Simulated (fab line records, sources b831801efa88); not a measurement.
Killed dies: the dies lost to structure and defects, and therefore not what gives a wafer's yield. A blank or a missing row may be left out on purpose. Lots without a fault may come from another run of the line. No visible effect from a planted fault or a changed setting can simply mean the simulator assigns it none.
A struck lot beside a sound one / flow sky130 / 14 steps out of a route of 708
Sound: the wafers L917.1, L917.3, L917.5. Wafers struck: L913.1, L913.2, L913.3. The cause is named last.
Order at every step that has rows: each side's tool, ch and its chambers, its first start. Under that, the readings that differ: sound wafers / struck wafers / difference of the means / sigmas: that difference in standard deviations of wafers without a fault.
alike: a reading whose means differ by less than 2 such deviations, as well as words and numbers matching on both sides. not compared: withheld readings; readings where some wafer has no value; bounds like >300 that might hide an equal value; numbers whose values overlap and for which the record gives no deviation.
The two part at a step that has a row with sigmas, a row that says differs or no value, or rows on one side only. Numbers that have no deviation but don't overlap get no sigmas and don't part them. A reading missing from all wafers of one side parts the sides only when that side holds two or more wafers.

SKY_CONTACT_ETCH_17: etches SiO2 in C4F8/O2/Ar, stops on Si3N4, target depth 340 nm.
  sound on rieDiel-04 ch 1,2,3, day 36 13:03; struck on rieDiel-01 ch 0,1,2, day 36 01:57
  alike: oesProductAu
then, 1 step without rows for these wafers: SKY_CONTACT_ETCH_18 (etches Si3N4 in CHF3/O2, stops on TiN, time 39 s, target depth 75 nm).
SKY_CONTACT_STRIP_19: strips in O2/N2.
  sound on plasmaAsher-02 ch 0,1, day 36 13:08; struck on plasmaAsher-03 ch 0,1, day 36 02:02
reading=drypumpMotorCurrentA (A); sound=6.1 6.0 6.0; struck=5.5 4.8 4.8; difference=-1.0; sigmas=-2
  alike: oesProductAu, stripTimeToEndpointS
  not compared: rfHoursCounterH
then, 5 steps without rows for these wafers: SKY_CONTACT_STRIP_20 (strips in post etch residue remover, time 1200 s); SKY_CONTACT_CLEAN_21 (cleans in IPA, time 180 s); SKY_CONTACT_CLEAN_22 (cleans in O3/DIW); SKY_CONTACT_SPUTTER_23 (material TiN, target thk 20 nm, time 80 s); SKY_CONTACT_CVD_24 (deposits W, target thk 340 nm, time 102.12 s).
SKY_CONTACT_RS_MEAS_25: a four-point-probe measurement.
  sound on filmMetro-01 at day 36 13:55; struck on filmMetro-02 at day 36 02:50
  alike: CONTACT_W_RS
SKY_CONTACT_THK_MEAS_26: measures by xrf.
  sound on filmMetro-01 at day 36 14:02; struck on filmMetro-02 at day 36 02:58
  alike: CONTACT_W_THK
SKY_CONTACT_CMP_27: polishes, stops on SiO2, t overpolish 15 s, target thk 0 nm.
  sound on cmp-02 ch 1,2, day 36 14:05; struck on cmp-01 ch 0,1,2, day 36 03:01
  alike: motorCurrentA, overpolishRunS, slurryFlowMlMin, timeToEndpointS
SKY_METAL1_SPUTTER_00: material Ti, target thk 15 nm, time 10 s.
  sound on pvdSputter-01 at day 36 14:23; struck on pvdSputter-04 at day 36 03:19
  alike: throttleValvePct
SKY_METAL1_SPUTTER_01: material TiN, target thk 20 nm, time 16.7 s.
  sound on pvdSputter-01 at day 36 14:25; struck on pvdSputter-04 at day 36 03:20
reading=model.TiN_of_METAL1_SPUTTER_01.thkNm (nm); sound=19.61 19.85 19.57; struck=19.41 19.29 18.93; difference=-0.47; sigmas=
  alike: throttleValvePct
SKY_METAL1_SPUTTER_02: material AlCu, target thk 250 nm, time 13.3 s.
  sound on pvdSputter-01 at day 36 14:26; struck on pvdSputter-04 at day 36 03:22
  alike: throttleValvePct

## WHERE THEY PART
Within this record, at SKY_CONTACT_STRIP_19 only. Later steps at which nothing parts them and some readings are alike: SKY_CONTACT_RS_MEAS_25, SKY_CONTACT_THK_MEAS_26, SKY_CONTACT_CMP_27, SKY_METAL1_SPUTTER_00, SKY_METAL1_SPUTTER_01, SKY_METAL1_SPUTTER_02.

WHY: what the simulator had put in
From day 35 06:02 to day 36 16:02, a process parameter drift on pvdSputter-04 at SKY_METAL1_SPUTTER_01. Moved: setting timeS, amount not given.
